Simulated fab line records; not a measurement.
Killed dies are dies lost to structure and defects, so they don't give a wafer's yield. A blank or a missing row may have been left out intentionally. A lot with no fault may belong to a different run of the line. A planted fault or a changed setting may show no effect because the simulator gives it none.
Which tool was responsible? -- flow gf180mcu -- 33 wafers from 11 lots sampled at 3 of the route's 602 steps

WHAT THE GAUGES READ, wafer by wafer
GF_CONTACT_RS_MEAS_25: the measuring method here is four-point-probe.
lot,measured,on,CONTACT_W_RS (ohm/sq)
L156,day 17 12:21,filmMetro-01,0.388 0.378 0.384
L158,day 18 04:50,filmMetro-04,0.382 0.379 0.379
L159,day 18 16:56,filmMetro-01,0.378 0.386 0.379
L161,day 18 22:56,filmMetro-03,0.383 0.387 0.382
L160,day 19 00:05,filmMetro-03,0.385 0.378 0.381
L170,day 22 05:54,filmMetro-04,0.251 0.251 0.250
L171,day 22 11:45,filmMetro-01,0.250 0.251 0.250
L172,day 23 00:24,filmMetro-04,0.382 0.374 0.388
L173,day 23 03:41,filmMetro-01,0.376 0.379 0.381
L174,day 23 11:02,filmMetro-04,0.387 0.384 0.377
L176,day 24 00:16,filmMetro-01,0.387 0.386 0.375

EACH LOT AND THE TOOL THAT RAN IT (in order: tool; ch and the chambers of the sampled wafers; start)
lot,GF_SAB_STRIP_13,GF_CONTACT_CVD_24
L156,"plasmaAsher-01 ch 0,1, day 16 10:51","cvdW-01 ch 0,1, day 17 12:15"
L158,"plasmaAsher-02 ch 0,1, day 17 03:03","cvdW-01 ch 0, day 18 04:44"
L159,"plasmaAsher-01 ch 1, day 17 14:59","cvdW-01 ch 0,1, day 18 16:50"
L161,"plasmaAsher-03 ch 0,1, day 17 20:56","cvdW-01 ch 0,1, day 18 22:50"
L160,"plasmaAsher-01 ch 0,1, day 17 22:09","cvdW-01 ch 0,1, day 18 23:59"
L170,"plasmaAsher-01 ch 0,1, day 21 03:36","cvdW-01 ch 1, day 22 05:48"
L171,"plasmaAsher-01 ch 1, day 21 10:18","cvdW-01 ch 0,1, day 22 11:39"
L172,"plasmaAsher-02 ch 0,1, day 21 23:16","cvdW-02 ch 0,1, day 23 00:16"
L173,"plasmaAsher-02 ch 0,1, day 22 02:08","cvdW-02 ch 0,1, day 23 03:35"
L174,"plasmaAsher-02 ch 0,1, day 22 10:41","cvdW-02 ch 0,1, day 23 10:56"
L176,"plasmaAsher-02 ch 0,1, day 22 23:32","cvdW-02 ch 0,1, day 24 00:08"
- GF_SAB_STRIP_13: strips in O2/N2.
- GF_CONTACT_CVD_24: deposits W, target thk 300 nm, time 90.339 s.

THE ANSWER, worked out from the rows above alone
Rule: the usual values come from the lots themselves. Put in order of their means at a reading, lots are off if they are a third of the lots or fewer, leave a main group of 4 or more, and stand apart from it by a gap of 3 or more times the standard deviation of the main group's means; of several such gaps the widest counts. A main group whose means are all the same, to the digits that the tables above print for the reading, isn't used. A lot without any number at a reading at which 4 lots or more have one is off too. Where the step has rows for the other lots, those lots are counted as sound.
Off: L170, L171, at GF_CONTACT_RS_MEAS_25 (CONTACT_W_RS). Mean 0.382 ohm/sq and standard deviation 0.0016 in the main group.
A tool fits if, at a process step before that reading, it ran every lot that is off, and no sound lot after the first of them. The gauges at GF_CONTACT_RS_MEAS_25 are tried like those tools. This does not decide it: 2 tools fit, namely plasmaAsher-01 at GF_SAB_STRIP_13 and cvdW-01 at GF_CONTACT_CVD_24.

WHAT THE SIMULATOR HAD PUT IN
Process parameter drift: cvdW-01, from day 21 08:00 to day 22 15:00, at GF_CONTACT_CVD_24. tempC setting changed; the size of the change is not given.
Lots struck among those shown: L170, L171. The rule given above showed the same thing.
